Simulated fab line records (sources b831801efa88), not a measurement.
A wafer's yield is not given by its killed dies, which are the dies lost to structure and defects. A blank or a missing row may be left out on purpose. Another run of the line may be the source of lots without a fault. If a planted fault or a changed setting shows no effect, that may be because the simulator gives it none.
fab line records + flow gf180mcu
record:
- lots: 13
- wafers: 39
- last_day: 34
route steps=602 shown STI@26 DNWELL@41 NWELL@50 LVPWELL@65
lots that met no fault: from a run of the same line without faults
start_h: start of the lot's first displayed wafer, in hours after the record's first day + wait_h: how many hours have passed since the lot's step before this one + " identical to the entry in the row above + L1.1+2: a single row standing in for several wafers + - value missing, or start not given + * or withheld: withheld + < > ~ a bound
route shown NAME@n: a module of which the file shows steps, and the number in the route of the first + usual: average and standard deviation across the fault-free wafers + same: alike in all rows + chamber/n: place in a boat + sites: the reading at each site + _std_site: standard deviation across them + _edge_site: the outer-site mean with the inner-site mean subtracted + radius_mm: for every site, how far away it sits from the centre of the wafer + mask NAME#n: copy n + behind: the most recent tool/chamber to have shaped the wafer + hold: cause of the lot's hold/its duration in hours/its outcome + device: whichever transistor did not switch (one of n, p or np) + end of line: the tests these same wafers got at the end of their route + step lacking rows: just its recipe + killed: dies lost to structure and defects at the first sort, not the wafer's yield + map: shows each die of a wafer: x if killed, . if not, _ if none is there
set.NAME: setting as actually run; set.NAME@STEP: the setting as run at that earlier step + model.NAME: the simulator's own value behind a step, which no gauge read
route steps across a sampled set of lots; one table per step, one row per wafer
services: the hour from which a tool's chamber was out of use, counted from the record's first day as start_h (under 0 if before that day), plus the number of hours and why
== steps ==
step: GF_STI_CMP_25
recipe:
- stop_on: Si3N4
- t_overpolish_s: 33
- down_force_psi: 4
- platen_rpm: 60
- target_thk_nm: 524.6
- pad_velocity_m_s: 0.94248
usual:
- edge_zone_pressure_frac: 1.000/0.0041
- motor_current_A: 12.5/1.3
- overpolish_run_s: 33.000/0.0089
- time_to_endpoint_s: 126/5.8
| lot.wafer | tool   | chamber | start_h | wait_h | edge_zone_pressure_frac | motor_current_A | overpolish_run_s | time_to_endpoint_s |
|-----------|--------|---------|---------|--------|-------------------------|-----------------|------------------|--------------------|
| L547.2    | cmp-01 | 2       | 28.69   | 0.1    | 1.002                   | 10.0            | 33.008           | 130                |
| L547.4    | "      | 0       | "       | "      | 1.006                   | 13.6            | 32.997           | 123                |
| L547.6    | "      | 1       | "       | "      | 0.994                   | 12.4            | 32.994           | 127                |
| L548.3    | cmp-01 | 0       | 32.82   | 0.1    | 0.998                   | 12.6            | 33.002           | 117                |
| L548.2    | "      | 2       | "       | "      | 0.996                   | 9.6             | 33.005           | 128                |
| L548.6    | "      | 0       | "       | "      | 1.001                   | 13.0            | 33.009           | 115                |
| L549.1    | cmp-02 | 2       | 37.65   | 0.3    | 0.997                   | 11.7            | 33.005           | 122                |
| L549.4    | "      | 3       | "       | "      | 0.989                   | 14.1            | 32.995           | 130                |
| L549.5    | "      | 2       | "       | "      | 0.996                   | 11.4            | 33.002           | 124                |
| L550.3    | cmp-01 | 0       | 43.25   | 0.3    | 1.003                   | 13.2            | 33.003           | 118                |
| L550.6    | "      | 1       | "       | "      | 1.000                   | 12.1            | 32.997           | 127                |
| L550.5    | "      | 2       | "       | "      | 1.000                   | 11.0            | 32.990           | 128                |
| L551.4    | cmp-02 | 1       | 48.68   | 0.2    | 1.003                   | 10.9            | 32.984           | 125                |
| L551.3    | "      | 3       | "       | "      | 0.997                   | 14.2            | 33.012           | 130                |
| L551.6    | "      | 0       | "       | "      | 0.997                   | 13.9            | 33.003           | 125                |
| L554.3    | cmp-01 | 3       | 64.63   | 0.0    | 1.002                   | 13.4            | 33.002           | 131                |
| L554.1    | "      | 0       | "       | "      | 1.002                   | 12.9            | 32.993           | 113                |
| L554.2    | "      | 1       | "       | "      | 1.004                   | 12.5            | 33.004           | 123                |
| L556.4    | cmp-02 | 0       | 74.08   | 0.0    | 1.004                   | 14.4            | 32.999           | 123                |
| L556.3    | "      | 3       | "       | "      | 1.006                   | 13.4            | 33.007           | 129                |
| L556.5    | "      | 1       | "       | "      | 1.001                   | 11.6            | 32.999           | 132                |
| L558.4    | cmp-02 | 1       | 84.44   | 0.1    | 1.005                   | 10.8            | 32.996           | 120                |
| L558.2    | "      | 2       | "       | "      | 1.000                   | 11.9            | 33.009           | 119                |
| L558.6    | "      | 0       | "       | "      | 0.999                   | 13.9            | 33.006           | 120                |
| L562.2    | cmp-02 | 0       | 105.25  | 0.1    | 1.001                   | 13.3            | 32.998           | 130                |
| L562.3    | "      | 1       | "       | "      | 0.998                   | 10.9            | 32.999           | 125                |
| L562.5    | "      | 0       | "       | "      | 1.008                   | 13.7            | 32.990           | 126                |
| L565.4    | cmp-02 | 1       | 121.29  | 0.1    | 1.002                   | 10.5            | 32.997           | 124                |
| L565.1    | "      | 2       | "       | "      | 1.004                   | 12.3            | 32.996           | 120                |
| L565.2    | "      | 3       | "       | "      | 1.003                   | 13.3            | 32.978           | 129                |
| L566.3    | cmp-02 | 3       | 126.48  | 0.0    | 1.003                   | 13.7            | 33.003           | 131                |
| L566.4    | "      | 0       | "       | "      | 0.996                   | 14.2            | 33.000           | 128                |
| L566.1    | "      | 1       | "       | "      | 1.000                   | 11.6            | 33.005           | 129                |
| L567.3    | cmp-01 | 0       | 131.74  | 0.0    | 1.001                   | 13.6            | 33.000           | 119                |
| L567.1    | "      | 1       | "       | "      | 0.999                   | 12.0            | 32.997           | 132                |
| L567.6    | "      | 1       | "       | "      | 1.005                   | 11.8            | 32.992           | 125                |
| L570.4    | cmp-02 | 3       | 150.60  | 0.0    | 1.001                   | 13.3            | 33.006           | 131                |
| L570.1    | "      | 0       | "       | "      | 0.992                   | 13.5            | 32.985           | 121                |
| L570.2    | "      | 1       | "       | "      | 1.006                   | 11.0            | 32.999           | 128                |
step: GF_DNWELL_TW_MEAS_09
usual:
- DNWELL_TW: 1339/14
| lot.wafer | tool          | chamber | start_h | wait_h | DNWELL_TW |
|-----------|---------------|---------|---------|--------|-----------|
| L547.2    | film_metro-03 | -       | 43.28   | 0.1    | 1329      |
| L547.4    | "             | -       | "       | "      | 1332      |
| L547.6    | "             | -       | "       | "      | 1329      |
| L548.2    | film_metro-03 | -       | 47.90   | 0.1    | 1338      |
| L548.3    | "             | -       | "       | "      | 1339      |
| L548.6    | "             | -       | "       | "      | 1334      |
| L549.1    | film_metro-03 | -       | 53.32   | 0.1    | 1330      |
| L549.4    | "             | -       | "       | "      | 1340      |
| L549.5    | "             | -       | "       | "      | 1325      |
| L550.3    | film_metro-01 | -       | 59.45   | 0.1    | 1343      |
| L550.5    | "             | -       | "       | "      | 1341      |
| L550.6    | "             | -       | "       | "      | 1348      |
| L551.3    | film_metro-03 | -       | 64.34   | 0.1    | 1334      |
| L551.4    | "             | -       | "       | "      | 1327      |
| L551.6    | "             | -       | "       | "      | 1330      |
| L554.1    | film_metro-03 | -       | 81.22   | 0.1    | 1331      |
| L554.2    | "             | -       | "       | "      | 1339      |
| L554.3    | "             | -       | "       | "      | 1336      |
| L556.3    | film_metro-03 | -       | 90.26   | 0.1    | 1320      |
| L556.4    | "             | -       | "       | "      | 1325      |
| L556.5    | "             | -       | "       | "      | 1321      |
| L558.2    | film_metro-03 | -       | 101.85  | 0.1    | 1331      |
| L558.4    | "             | -       | "       | "      | 1335      |
| L558.6    | "             | -       | "       | "      | 1335      |
| L562.2    | film_metro-03 | -       | 122.29  | 0.1    | 1330      |
| L562.3    | "             | -       | "       | "      | 1325      |
| L562.5    | "             | -       | "       | "      | 1329      |
| L565.1    | film_metro-03 | -       | 138.54  | 0.1    | 1331      |
| L565.2    | "             | -       | "       | "      | 1337      |
| L565.4    | "             | -       | "       | "      | 1332      |
| L566.1    | film_metro-01 | -       | 143.79  | 0.1    | 1346      |
| L566.3    | "             | -       | "       | "      | 1342      |
| L566.4    | "             | -       | "       | "      | 1348      |
| L567.1    | film_metro-01 | -       | 150.24  | 0.1    | 1339      |
| L567.3    | "             | -       | "       | "      | 1339      |
| L567.6    | "             | -       | "       | "      | 1337      |
| L570.1    | film_metro-03 | -       | 171.03  | 0.1    | 1331      |
| L570.2    | "             | -       | "       | "      | 1335      |
| L570.4    | "             | -       | "       | "      | 1327      |
step: GF_NWELL_IMPLANT_08
recipe:
- species: P
- energy_kev: 450
- dose_cm2: 1.5e+13
- tilt_deg: 0
usual:
- beam_energy_keV: 450.00/0.13
- faraday_current_uA: 84.6/1.6
| lot.wafer | tool         | chamber | start_h | wait_h | beam_energy_keV | faraday_current_uA |
|-----------|--------------|---------|---------|--------|-----------------|--------------------|
| L547.2    | implanter-01 | 0       | 55.33   | 0.0    | 449.95          | 84.5               |
| L547.4    | "            | 0       | "       | "      | 449.88          | 86.2               |
| L547.6    | "            | 0       | "       | "      | 450.17          | 82.0               |
| L548.2    | implanter-04 | 0       | 60.85   | 0.0    | 449.98          | 84.8               |
| L548.3    | "            | 0       | "       | "      | 450.06          | 82.1               |
| L548.6    | "            | 0       | "       | "      | 449.82          | 84.2               |
| L549.1    | implanter-02 | 0       | 65.51   | 0.0    | 450.16          | 83.9               |
| L549.4    | "            | 0       | "       | "      | 450.35          | 83.1               |
| L549.5    | "            | 0       | "       | "      | 450.25          | 86.5               |
| L550.3    | implanter-01 | 0       | 72.43   | 0.1    | 450.06          | 84.8               |
| L550.5    | "            | 0       | "       | "      | 450.05          | 87.2               |
| L550.6    | "            | 0       | "       | "      | 449.86          | 84.0               |
| L551.3    | implanter-02 | 0       | 76.92   | 0.1    | 449.94          | 85.2               |
| L551.4    | "            | 0       | "       | "      | 450.11          | 82.1               |
| L551.6    | "            | 0       | "       | "      | 450.07          | 86.1               |
| L554.1    | implanter-02 | 0       | 94.76   | 0.0    | 514.69          | 83.9               |
| L554.2    | "            | 0       | "       | "      | 515.10          | 88.8               |
| L554.3    | "            | 0       | "       | "      | 514.99          | 86.8               |
| L556.3    | implanter-02 | 0       | 104.17  | 0.1    | 514.89          | 87.0               |
| L556.4    | "            | 0       | "       | "      | 515.20          | 83.1               |
| L556.5    | "            | 0       | "       | "      | 515.14          | 85.5               |
| L558.2    | implanter-04 | 0       | 116.74  | 0.0    | 450.06          | 83.9               |
| L558.4    | "            | 0       | "       | "      | 449.75          | 85.0               |
| L558.6    | "            | 0       | "       | "      | 449.86          | 82.9               |
| L562.2    | implanter-04 | 0       | 137.49  | 0.0    | 449.92          | 83.7               |
| L562.3    | "            | 0       | "       | "      | 450.15          | 83.0               |
| L562.5    | "            | 0       | "       | "      | 450.02          | 85.1               |
| L565.1    | implanter-04 | 0       | 154.01  | 0.0    | 450.03          | 84.9               |
| L565.2    | "            | 0       | "       | "      | 450.01          | 83.8               |
| L565.4    | "            | 0       | "       | "      | 449.92          | 83.9               |
| L566.1    | implanter-04 | 0       | 159.31  | 0.0    | 449.94          | 87.4               |
| L566.3    | "            | 0       | "       | "      | 449.91          | 84.8               |
| L566.4    | "            | 0       | "       | "      | 450.13          | 84.0               |
| L567.1    | implanter-04 | 0       | 166.02  | 0.0    | 450.14          | 80.8               |
| L567.3    | "            | 0       | "       | "      | 450.31          | 80.9               |
| L567.6    | "            | 0       | "       | "      | 450.12          | 85.3               |
| L570.1    | implanter-01 | 0       | 186.62  | 0.0    | 450.04          | 87.9               |
| L570.2    | "            | 0       | "       | "      | 450.16          | 84.2               |
| L570.4    | "            | 0       | "       | "      | 449.97          | 83.4               |
step: GF_LVPWELL_TW_MEAS_11
usual:
- LVPWELL_TW: 560/4.5
| lot.wafer | tool          | chamber | start_h | wait_h | LVPWELL_TW |
|-----------|---------------|---------|---------|--------|------------|
| L547.2    | film_metro-02 | -       | 69.04   | 0.1    | 562        |
| L547.4    | "             | -       | "       | "      | 562        |
| L547.6    | "             | -       | "       | "      | 564        |
| L548.2    | film_metro-01 | -       | 74.73   | 0.1    | 558        |
| L548.3    | "             | -       | "       | "      | 555        |
| L548.6    | "             | -       | "       | "      | 555        |
| L549.1    | film_metro-01 | -       | 79.17   | 0.1    | 556        |
| L549.4    | "             | -       | "       | "      | 555        |
| L549.5    | "             | -       | "       | "      | 556        |
| L550.3    | film_metro-01 | -       | 86.79   | 0.1    | 552        |
| L550.5    | "             | -       | "       | "      | 555        |
| L550.6    | "             | -       | "       | "      | 555        |
| L551.3    | film_metro-04 | -       | 91.14   | 0.1    | 565        |
| L551.4    | "             | -       | "       | "      | 561        |
| L551.6    | "             | -       | "       | "      | 563        |
| L554.1    | film_metro-02 | -       | 110.17  | 0.1    | 563        |
| L554.2    | "             | -       | "       | "      | 561        |
| L554.3    | "             | -       | "       | "      | 563        |
| L556.3    | film_metro-02 | -       | 119.69  | 0.1    | 564        |
| L556.4    | "             | -       | "       | "      | 563        |
| L556.5    | "             | -       | "       | "      | 561        |
| L558.2    | film_metro-02 | -       | 132.22  | 0.1    | 564        |
| L558.4    | "             | -       | "       | "      | 564        |
| L558.6    | "             | -       | "       | "      | 563        |
| L562.2    | film_metro-04 | -       | 152.83  | 0.1    | 564        |
| L562.3    | "             | -       | "       | "      | 564        |
| L562.5    | "             | -       | "       | "      | 565        |
| L565.1    | film_metro-04 | -       | 170.22  | 0.1    | 567        |
| L565.2    | "             | -       | "       | "      | 564        |
| L565.4    | "             | -       | "       | "      | 566        |
| L566.1    | film_metro-02 | -       | 176.32  | 0.1    | 563        |
| L566.3    | "             | -       | "       | "      | 565        |
| L566.4    | "             | -       | "       | "      | 566        |
| L567.1    | film_metro-04 | -       | 183.82  | 0.1    | 566        |
| L567.3    | "             | -       | "       | "      | 569        |
| L567.6    | "             | -       | "       | "      | 569        |
| L570.1    | film_metro-02 | -       | 203.86  | 0.1    | 563        |
| L570.2    | "             | -       | "       | "      | 561        |
| L570.4    | "             | -       | "       | "      | 563        |
step: GF_VT_IMPLANT_RS_MEAS_47
recipe:
- thk_meas_gauge: four-point-probe
usual:
- NWELL_RS: 488.3/1.4
| lot.wafer | tool          | chamber | start_h | wait_h | hold                     | NWELL_RS[ohm/sq] |
|-----------|---------------|---------|---------|--------|--------------------------|------------------|
| L547.2    | film_metro-01 | -       | 158.02  | 0.1    | -                        | 488.7            |
| L547.4    | "             | -       | "       | "      | -                        | 488.0            |
| L547.6    | "             | -       | "       | "      | -                        | 488.6            |
| L548.2    | film_metro-04 | -       | 164.22  | 0.1    | -                        | 488.4            |
| L548.3    | "             | -       | "       | "      | -                        | 488.2            |
| L548.6    | "             | -       | "       | "      | -                        | 488.5            |
| L549.1    | film_metro-02 | -       | 169.80  | 0.1    | -                        | 489.7            |
| L549.4    | "             | -       | "       | "      | -                        | 489.2            |
| L549.5    | "             | -       | "       | "      | -                        | 490.0            |
| L550.3    | film_metro-04 | -       | 177.98  | 0.1    | -                        | 487.4            |
| L550.5    | "             | -       | "       | "      | -                        | 487.2            |
| L550.6    | "             | -       | "       | "      | -                        | 487.7            |
| L551.3    | film_metro-04 | -       | 185.43  | 0.1    | -                        | 491.1            |
| L551.4    | "             | -       | "       | "      | -                        | 489.9            |
| L551.6    | "             | -       | "       | "      | -                        | 489.4            |
| L554.1    | film_metro-01 | -       | 205.35  | 0.1    | await_dispo/0.2h/release | 476.5            |
| L554.2    | "             | -       | "       | "      | await_dispo/0.2h/release | 476.6            |
| L554.3    | "             | -       | "       | "      | await_dispo/0.2h/release | 477.9            |
| L554.1    | film_metro-01 | -       | 205.71  | 0.3    | -                        | 475.9            |
| L554.2    | "             | -       | "       | "      | -                        | 476.2            |
| L554.3    | "             | -       | "       | "      | -                        | 477.3            |
| L556.3    | film_metro-02 | -       | 219.69  | 0.1    | await_dispo/0.2h/release | 474.9            |
| L556.4    | "             | -       | "       | "      | await_dispo/0.2h/release | 476.8            |
| L556.5    | "             | -       | "       | "      | await_dispo/0.2h/release | 476.5            |
| L556.3    | film_metro-02 | -       | 220.05  | 0.3    | -                        | 475.2            |
| L556.4    | "             | -       | "       | "      | -                        | 475.8            |
| L556.5    | "             | -       | "       | "      | -                        | 475.2            |
| L558.2    | film_metro-02 | -       | 232.42  | 0.1    | -                        | 489.9            |
| L558.4    | "             | -       | "       | "      | -                        | 487.5            |
| L558.6    | "             | -       | "       | "      | -                        | 489.5            |
| L562.2    | film_metro-04 | -       | 257.46  | 0.1    | -                        | 488.5            |
| L562.3    | "             | -       | "       | "      | -                        | 488.2            |
| L562.5    | "             | -       | "       | "      | -                        | 488.8            |
| L565.1    | film_metro-04 | -       | 276.44  | 0.1    | -                        | 487.9            |
| L565.2    | "             | -       | "       | "      | -                        | 487.3            |
| L565.4    | "             | -       | "       | "      | -                        | 488.9            |
| L566.1    | film_metro-01 | -       | 286.09  | 0.1    | -                        | 485.9            |
| L566.3    | "             | -       | "       | "      | -                        | 486.8            |
| L566.4    | "             | -       | "       | "      | -                        | 489.4            |
| L567.1    | film_metro-01 | -       | 293.69  | 0.1    | -                        | 484.3            |
| L567.3    | "             | -       | "       | "      | -                        | 485.5            |
| L567.6    | "             | -       | "       | "      | -                        | 485.7            |
| L570.1    | film_metro-01 | -       | 318.45  | 0.1    | -                        | 485.4            |
| L570.2    | "             | -       | "       | "      | -                        | 486.3            |
| L570.4    | "             | -       | "       | "      | -                        | 485.7            |
step: GF_VT_IMPLANT_RS_MEAS_48
recipe:
- thk_meas_gauge: four-point-probe
usual:
- LVPWELL_RS: 1197.6/2.5
| lot.wafer | tool          | chamber | start_h | wait_h | hold                     | LVPWELL_RS[ohm/sq] |
|-----------|---------------|---------|---------|--------|--------------------------|--------------------|
| L547.2    | film_metro-01 | -       | 158.14  | 0.1    | -                        | 1200.8             |
| L547.4    | "             | -       | "       | "      | -                        | 1197.5             |
| L547.6    | "             | -       | "       | "      | -                        | 1200.0             |
| L548.2    | film_metro-04 | -       | 164.34  | 0.1    | -                        | 1195.3             |
| L548.3    | "             | -       | "       | "      | -                        | 1195.9             |
| L548.6    | "             | -       | "       | "      | -                        | 1195.0             |
| L549.1    | film_metro-02 | -       | 169.92  | 0.1    | -                        | 1198.6             |
| L549.4    | "             | -       | "       | "      | -                        | 1194.8             |
| L549.5    | "             | -       | "       | "      | -                        | 1199.3             |
| L550.3    | film_metro-04 | -       | 178.10  | 0.1    | -                        | 1197.1             |
| L550.5    | "             | -       | "       | "      | -                        | 1195.6             |
| L550.6    | "             | -       | "       | "      | -                        | 1197.4             |
| L551.3    | film_metro-04 | -       | 185.55  | 0.1    | -                        | 1196.2             |
| L551.4    | "             | -       | "       | "      | -                        | 1199.5             |
| L551.6    | "             | -       | "       | "      | -                        | 1199.2             |
| L554.1    | film_metro-01 | -       | 207.83  | 2.1    | await_dispo/1.9h/release | 1197.8             |
| L554.2    | "             | -       | "       | "      | await_dispo/1.9h/release | 1197.6             |
| L554.3    | "             | -       | "       | "      | await_dispo/1.9h/release | 1197.1             |
| L556.3    | film_metro-02 | -       | 224.39  | 4.3    | await_dispo/4.1h/release | 1197.9             |
| L556.4    | "             | -       | "       | "      | await_dispo/4.1h/release | 1202.1             |
| L556.5    | "             | -       | "       | "      | await_dispo/4.1h/release | 1203.6             |
| L558.2    | film_metro-02 | -       | 232.54  | 0.1    | -                        | 1197.8             |
| L558.4    | "             | -       | "       | "      | -                        | 1196.5             |
| L558.6    | "             | -       | "       | "      | -                        | 1199.8             |
| L562.2    | film_metro-04 | -       | 257.58  | 0.1    | -                        | 1196.9             |
| L562.3    | "             | -       | "       | "      | -                        | 1197.7             |
| L562.5    | "             | -       | "       | "      | -                        | 1197.1             |
| L565.1    | film_metro-04 | -       | 276.56  | 0.1    | -                        | 1196.4             |
| L565.2    | "             | -       | "       | "      | -                        | 1193.8             |
| L565.4    | "             | -       | "       | "      | -                        | 1197.3             |
| L566.1    | film_metro-01 | -       | 286.21  | 0.1    | -                        | 1200.6             |
| L566.3    | "             | -       | "       | "      | -                        | 1198.6             |
| L566.4    | "             | -       | "       | "      | -                        | 1196.5             |
| L567.1    | film_metro-01 | -       | 293.81  | 0.1    | -                        | 1193.7             |
| L567.3    | "             | -       | "       | "      | -                        | 1191.1             |
| L567.6    | "             | -       | "       | "      | -                        | 1193.8             |
| L570.1    | film_metro-01 | -       | 318.57  | 0.1    | -                        | 1198.7             |
| L570.2    | "             | -       | "       | "      | -                        | 1200.7             |
| L570.4    | "             | -       | "       | "      | -                        | 1200.3             |
== services ==
| tool         | chamber | start_h | hours | kind                           |
|--------------|---------|---------|-------|--------------------------------|
| implanter-02 | -       | 7.63    | 11.6  | pm                             |
| implanter-01 | -       | 8.39    | 3.9   | repair                         |
| cmp-01       | -       | 35.59   | 7.5   | pm                             |
| cmp-01       | -       | 46.74   | 3.8   | repair                         |
| cmp-02       | -       | 54.76   | 0.5   | repair                         |
| cmp-02       | -       | 64.00   | 4.0   | pm                             |
| cmp-02       | -       | 68.00   | -     | consumable_replace:conditioner |
| cmp-02       | -       | 68.00   | -     | consumable_replace:pad         |
| implanter-01 | -       | 80.64   | 5.0   | pm                             |
| implanter-01 | -       | 87.64   | 11.2  | pm                             |
| cmp-02       | -       | 88.14   | 1.9   | repair                         |
| cmp-02       | -       | 88.72   | 0.4   | repair                         |
| implanter-04 | -       | 106.91  | 2.8   | pm                             |
| implanter-01 | -       | 114.75  | 4.2   | repair                         |
| implanter-02 | -       | 116.60  | 1.9   | repair                         |
| cmp-01       | -       | 128.95  | 0.6   | repair                         |
| cmp-01       | -       | 133.83  | 1.0   | repair                         |
| cmp-02       | -       | 146.38  | 1.3   | repair                         |
| cmp-02       | -       | 160.89  | 3.9   | repair                         |
| cmp-02       | -       | 164.40  | 0.8   | repair                         |
| cmp-02       | -       | 178.63  | 4.8   | pm                             |
== key ==
first_sign:
- step: GF_NWELL_IMPLANT_08
- reading: beam_energy_keV
- direction: up
- sigmas: 99+
- usual: 450.00
- struck: 515.00
effect:
- step: GF_VT_IMPLANT_RS_MEAS_47
- reading: NWELL_RS
- direction: down
- sigmas: 8.5
- usual: 488.3
- struck: 476.5
met_at GF_NWELL_IMPLANT_08
struck_lots L554,L556
rows_end L554.1,L554.2,L554.3
tester_left_out L556
not_acting_at GF_STI_CMP_25,GF_DNWELL_TW_MEAS_09,GF_LVPWELL_TW_MEAS_11
onset_between 76.92 94.76
fault:
- kind: process_parameter_drift
- tool: implanter-02
- chamber: -
- onset_h: 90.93
- steps: GF_NWELL_IMPLANT_08
- channel: energy_kev
- offset: 65.134
- shape: step
- end_h: 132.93
- acts_in: these_recipes_only
- stated: 450
tester_left_out: of these lots the tester's yield and bins aren't shown, on N5 and GAA mostly nor the transistor test; their killed dies are dies lost to structure and defects alone, not to doping, threshold or leakage, so they don't give the yield
rows_end: these wafers met a further fault down the route, and their rows from its step on are left out
